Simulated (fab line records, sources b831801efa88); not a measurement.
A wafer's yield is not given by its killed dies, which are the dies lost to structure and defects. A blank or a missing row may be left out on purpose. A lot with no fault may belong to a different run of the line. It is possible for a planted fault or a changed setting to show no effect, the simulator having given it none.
Which tool was responsible? | flow sky130 | 10 lots with 30 wafers sampled at 6 steps, on a route of 708 steps

## WHAT THE GAUGES READ, wafer by wafer
The record holds no reading of a measuring or inspecting step that can be judged against a usual standard deviation.

## EACH LOT AND THE TOOL THAT RAN IT (in order: tool; ch and the chambers of the sampled wafers; start)
lot  | SKY_CONTACT_STRIP_19                 | SKY_METAL1_SPUTTER_00        | SKY_METAL1_METAL_ETCH_19          | SKY_METAL1_STRIP_20                  | SKY_VIA1_CMP_02               | SKY_PAD_OPEN_PROBE_99
L851 | plasma_asher-02 ch 0,1, day 31 12:55 | pvd_sputter-03, day 31 14:10 | rie_metal-04 ch 0, day 32 17:44   | plasma_asher-04 ch 0, day 32 17:50   | cmp-01 ch 2,3, day 32 18:43   | prober-01, day 45 15:39
L852 | plasma_asher-02 ch 0, day 32 02:12   | pvd_sputter-03, day 32 03:28 | rie_metal-03 ch 0, day 33 06:58   | plasma_asher-02 ch 0,1, day 33 07:07 | cmp-01 ch 0,2, day 33 08:20   | -
L857 | plasma_asher-02 ch 0,1, day 33 17:46 | pvd_sputter-03, day 33 19:01 | rie_metal-03 ch 0,1, day 34 21:32 | plasma_asher-02 ch 0,1, day 34 21:38 | cmp-01 ch 0,2,3, day 34 22:25 | -
L860 | plasma_asher-03 ch 0,1, day 34 13:29 | pvd_sputter-04, day 34 14:44 | rie_metal-03 ch 0,1, day 35 17:29 | plasma_asher-01 ch 0,1, day 35 17:34 | cmp-01 ch 0,1, day 35 18:22   | -
L861 | plasma_asher-02 ch 0,1, day 34 20:31 | pvd_sputter-03, day 34 21:43 | rie_metal-03 ch 0,1, day 36 01:19 | plasma_asher-01 ch 0,1, day 36 01:25 | cmp-02 ch 0,1,3, day 36 02:28 | -
L866 | plasma_asher-03 ch 0,1, day 36 10:35 | pvd_sputter-03, day 36 12:08 | rie_metal-01 ch 1, day 37 13:37   | plasma_asher-04 ch 0,1, day 37 13:46 | cmp-02 ch 1,2,3, day 37 14:30 | -
L870 | plasma_asher-02 ch 0,1, day 37 18:34 | pvd_sputter-04, day 37 19:46 | rie_metal-03 ch 0,1, day 38 21:16 | plasma_asher-01 ch 0,1, day 38 21:22 | cmp-02 ch 0,1,2, day 38 22:17 | -
L872 | plasma_asher-04 ch 0,1, day 38 07:12 | pvd_sputter-04, day 38 08:50 | rie_metal-03 ch 0,1, day 39 10:22 | plasma_asher-04 ch 0,1, day 39 10:28 | cmp-02 ch 0,1,3, day 39 11:17 | -
L873 | plasma_asher-04 ch 0,1, day 38 13:07 | pvd_sputter-01, day 38 14:22 | rie_metal-04 ch 0, day 39 15:56   | plasma_asher-02 ch 1, day 39 16:07   | cmp-01 ch 0,1,2, day 39 17:00 | -
L874 | plasma_asher-03 ch 0,1, day 39 10:02 | pvd_sputter-03, day 39 11:17 | rie_metal-03 ch 0, day 40 12:38   | plasma_asher-02 ch 0,1, day 40 12:49 | cmp-02 ch 1,2,3, day 40 13:46 | -
- SKY_CONTACT_STRIP_19: strips in O2/N2.
- SKY_METAL1_SPUTTER_00: material Ti, target thk 15 nm, time 10 s.
- SKY_METAL1_METAL_ETCH_19: etches the open film in Cl2/BCl3, stops on SiO2, target depth 360 nm, time 78 s.
- SKY_METAL1_STRIP_20: strips in O2/N2.
- SKY_VIA1_CMP_02: polishes SiO2.
- SKY_PAD_OPEN_PROBE_99

## WHAT THE TOOLS THEMSELVES READ (means of the sampled wafers that have a number; where no wafer has one, the mark that the record gives instead)
SKY_CONTACT_STRIP_19. Usual: drypump_motor_current_A 6.1 A, standard deviation 0.49; n2_flow_sccm 300.1 sccm, standard deviation 0.93; oes_product_au 0.381 a.u., standard deviation 0.0046; strip_time_to_endpoint_s 3.62 s, standard deviation 0.038.
lot  | tool            | drypump_motor_current_A (A) | n2_flow_sccm (sccm) | oes_product_au (a.u.) | strip_time_to_endpoint_s (s) | flag
L851 | plasma_asher-02 | 5.7                         | 300.3               | 0.379                 | 3.65                         |
L852 | plasma_asher-02 | 5.5                         | 299.6               | 0.382                 | 3.59                         |
L857 | plasma_asher-02 | 5.8                         | 301.5               | 0.383                 | 3.63                         |
L860 | plasma_asher-03 | 6.4                         | 300.7               | 0.380                 | 3.62                         |
L861 | plasma_asher-02 | 5.8                         | 300.6               | 0.382                 | 3.61                         |
L866 | plasma_asher-03 | 6.4                         | 301.3               | 0.377                 | 3.59                         |
L870 | plasma_asher-02 | 5.7                         | 300.6               | 0.385                 | 3.65                         |
L872 | plasma_asher-04 | 6.3                         | 300.7               | 0.389                 | 3.65                         |
L873 | plasma_asher-04 | 6.3                         | 300.0               | 0.386                 | 3.64                         |
L874 | plasma_asher-03 | 6.4                         | 299.9               | 0.378                 | 3.63                         |

SKY_METAL1_SPUTTER_00. Usual: throttle_valve_pct 29.9 %, standard deviation 1.1.
lot  | tool           | throttle_valve_pct (%) | flag
L851 | pvd_sputter-03 | 30.3                   |
L852 | pvd_sputter-03 | 30.8                   |
L857 | pvd_sputter-03 | 30.1                   |
L860 | pvd_sputter-04 | 29.4                   |
L861 | pvd_sputter-03 | 30.4                   |
L866 | pvd_sputter-03 | 30.2                   |
L870 | pvd_sputter-04 | 29.6                   |
L872 | pvd_sputter-04 | 30.1                   |
L873 | pvd_sputter-01 | 27.8                   |
L874 | pvd_sputter-03 | 30.3                   |

SKY_METAL1_METAL_ETCH_19. Usual: drypump_motor_current_A 5.80 A, standard deviation 0.27; he_backside_leak_sccm 3.32 sccm, standard deviation 0.28; oes_product_au 0.858 a.u., standard deviation 0.0063; throttle_valve_pct 22.264 %, standard deviation 0.0092.
lot  | tool         | drypump_motor_current_A (A) | he_backside_leak_sccm (sccm) | oes_product_au (a.u.) | throttle_valve_pct (%) | flag
L851 | rie_metal-04 | 5.56                        | 3.18                         | 0.864                 | 22.265                 |
L852 | rie_metal-03 | 6.07                        | 3.22                         | 0.856                 | 22.266                 |
L857 | rie_metal-03 | 6.05                        | 3.30                         | 0.852                 | 22.259                 |
L860 | rie_metal-03 | 6.05                        | 3.10                         | 0.838                 | 22.257                 | OFF
L861 | rie_metal-03 | 6.06                        | 3.15                         | 0.839                 | 22.262                 | OFF
L866 | rie_metal-01 | 5.37                        | 3.47                         | 0.857                 | 22.265                 |
L870 | rie_metal-03 | 6.06                        | 3.15                         | 0.867                 | 22.259                 |
L872 | rie_metal-03 | 6.04                        | 3.29                         | 0.856                 | 22.265                 |
L873 | rie_metal-04 | 5.57                        | 3.29                         | 0.860                 | 22.263                 |
L874 | rie_metal-03 | 6.06                        | 3.28                         | 0.862                 | 22.267                 |

SKY_METAL1_STRIP_20. Usual: drypump_motor_current_A 5.8 A, standard deviation 0.39; n2_flow_sccm 299.9 sccm, standard deviation 0.95; oes_product_au 0.343 a.u., standard deviation 0.0052; strip_time_to_endpoint_s 2.70 s, standard deviation 0.045.
lot  | tool            | drypump_motor_current_A (A) | n2_flow_sccm (sccm) | oes_product_au (a.u.) | strip_time_to_endpoint_s (s) | flag
L851 | plasma_asher-04 | 5.4                         | 300.2               | 0.342                 | 2.68                         |
L852 | plasma_asher-02 | 5.7                         | 300.8               | 0.346                 | 2.69                         |
L857 | plasma_asher-02 | 5.8                         | 299.6               | 0.343                 | 2.69                         |
L860 | plasma_asher-01 | 5.8                         | 300.5               | 0.333                 | 2.54                         | OFF
L861 | plasma_asher-01 | 5.7                         | 298.8               | 0.333                 | 2.57                         |
L866 | plasma_asher-04 | 6.2                         | 300.8               | 0.344                 | 2.67                         |
L870 | plasma_asher-01 | 5.8                         | 298.6               | 0.347                 | 2.71                         |
L872 | plasma_asher-04 | 6.3                         | 299.4               | 0.348                 | 2.73                         |
L873 | plasma_asher-02 | 5.9                         | 299.9               | 0.343                 | 2.64                         |
L874 | plasma_asher-02 | 5.8                         | 300.5               | 0.342                 | 2.72                         |

SKY_VIA1_CMP_02. Usual: motor_current_A 11.5 A, standard deviation 1.4.
lot  | tool   | motor_current_A (A) | flag
L851 | cmp-01 | 9.9                 |
L852 | cmp-01 | 12.6                |
L857 | cmp-01 | 11.0                |
L860 | cmp-01 | 12.3                |
L861 | cmp-02 | 12.9                |
L866 | cmp-02 | 11.8                |
L870 | cmp-02 | 12.0                |
L872 | cmp-02 | 12.2                |
L873 | cmp-01 | 11.3                |
L874 | cmp-02 | 12.2                |

SKY_PAD_OPEN_PROBE_99. Usual: defect_limited_yield 82.1 %, standard deviation 1.9; killed_at_M0_to_M3 45, standard deviation 6.8; killed_at_M4_up 3.0, standard deviation 1.7; killed_at_contacts 25, standard deviation 5.7; killed_at_front_end 15, standard deviation 4.6; killed_at_other 0.3, standard deviation 0.66; killed_dies 88, standard deviation 9.5; killed_open 48, standard deviation 7.3; killed_short 39, standard deviation 6.5; sort_bin_3_pad_short 0.9 %, standard deviation 0.47; sort_bin_5_function 10.6 %, standard deviation 1.5; sort_bin_6_memory 6.4 %, standard deviation 1.2; sort_n_pass 404, standard deviation 9.5; sort_yield_pct 82.1 %, standard deviation 1.9.
lot  | tool      | defect_limited_yield (%) | killed_at_M0_to_M3 | killed_at_M4_up | killed_at_contacts | killed_at_front_end | killed_at_other | killed_dies | killed_open | killed_short | sort_bin_3_pad_short (%) | sort_bin_5_function (%) | sort_bin_6_memory (%) | sort_n_pass | sort_yield_pct (%) | flag
L851 | prober-01 | 82.8                     | 43                 | 3.3             | 17                 | 21                  | 0.3             | 85          | 47          | 37           | 1.0                      | 10.6                    | 5.6                   | 407         | 82.8               |

## THE ANSWER, worked out from the rows above alone
Rule: a lot counts as off when the mean over its wafers that have a number is more than 3 standard deviations away from the usual mean. Also off: a lot with no number at a reading for which 4 or more lots have one. All remaining lots with rows at the step are treated as sound. After the gauges, taken in route order, come the tools' own readings; for these a lot's mean is taken, as printed above. At the first step where some lot is off, the reading lying furthest off is the one used; lots without a number count as furthest.
Off: L860, L861, at SKY_METAL1_METAL_ETCH_19 (oes_product_au).
If a tool, at that step or one of the process steps before it, ran each lot that is off and ran no sound lot following the first of them, it fits. Of those tried, none fits.

## WHAT HAD BEEN PUT IN BY THE SIMULATOR
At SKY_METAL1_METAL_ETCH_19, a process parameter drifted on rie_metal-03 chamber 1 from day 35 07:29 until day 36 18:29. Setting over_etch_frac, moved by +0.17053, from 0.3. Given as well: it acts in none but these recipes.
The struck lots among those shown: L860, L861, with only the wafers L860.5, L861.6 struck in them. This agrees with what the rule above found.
